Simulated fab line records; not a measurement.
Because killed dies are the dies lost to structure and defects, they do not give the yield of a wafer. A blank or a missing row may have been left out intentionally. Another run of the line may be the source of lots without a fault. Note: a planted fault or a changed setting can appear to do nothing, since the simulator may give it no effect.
One fault seen from 2 desks || flow gf180mcu || every desk sees just its own numbers, and what lay behind them comes last

## THE METROLOGY DESK
Lot by lot, what the gauges showed, no matter which tool ran the lot: averages of those sampled wafers that carry a number. The brackets show how far a lot's mean lies from the usual mean; more than 4 standard deviations puts the lot out of limits, marked OUT.
Columns: A = HV_LDD_TW at GF_HV_LDD_TW_MEAS_11, usual 2430; B = cd-nm at GF_HV_LDD_CD_MEAS_19, usual 399.4 nm; C = HV_LDD_01_OVL at GF_HV_LDD_OVL_MEAS_20, usual -0.4 nm
{"lot": "L591", "first seen here": "day 10 12:08", "A": 2428, "B": 397.6, "C": 0.1}
{"lot": "L594", "first seen here": "day 11 11:01", "A": 2446, "B": 394.4, "C": 1.6}
{"lot": "L596", "first seen here": "day 12 02:11", "A": 2469, "B": 401.6, "C": 0.1}
{"lot": "L599", "first seen here": "day 13 00:25", "A": 2437, "B": 401.2, "C": -0.7}
{"lot": "L608", "first seen here": "day 16 00:08", "A": 2458, "B": 398.4, "C": 0.1}
{"lot": "L609", "first seen here": "day 16 09:19", "A": 2462, "B": 400.4, "C": 0.4}
This desk's finding: nothing out of limits on any of the 6 lots.

## FOR THE TOOL OWNER'S DESK: implanter-01
The tool's own readings at GF_HV_LDD_IMPLANT_21, given as means over the sampled wafers that have a number, one for each lot that went through this tool. The brackets show how far a lot's mean lies from the usual mean; more than 4 standard deviations puts the lot out of limits, marked OUT.
Columns: A = beam-energy-keV at GF_HV_LDD_IMPLANT_21, usual 25.000
{"lot": "L591", "first seen here": "day 11 06:34", "A": 25.001}
{"lot": "L594", "first seen here": "day 12 05:47", "A": "24.166 (-99 or more) OUT"}
{"lot": "L596", "first seen here": "day 12 21:35", "A": "24.165 (-99 or more) OUT"}
This desk's finding: out of limits on L594, L596; first on L594, day 12 05:47 (beam-energy-keV at GF_HV_LDD_IMPLANT_21). L591 stayed within limits.

## ALL TOGETHER
The tool owner's desk had the chance to raise an alarm at day 12 05:47 on L594, L596.
The metrology desk saw nothing out of limits.
The metrology desk has L594, L596 on record, within its limits.
Every lot named ran GF_HV_LDD_IMPLANT_21 on implanter-01.

## WHAT HAD BEEN PUT IN BY THE SIMULATOR
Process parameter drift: implanter-01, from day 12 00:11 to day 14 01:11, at GF_HV_LDD_IMPLANT_21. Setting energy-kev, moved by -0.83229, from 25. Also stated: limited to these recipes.
Lots struck among those shown: L594, L596.
Time in hours from fault onset to the first out-of-limits reading at each desk: the tool owner's desk, 6.
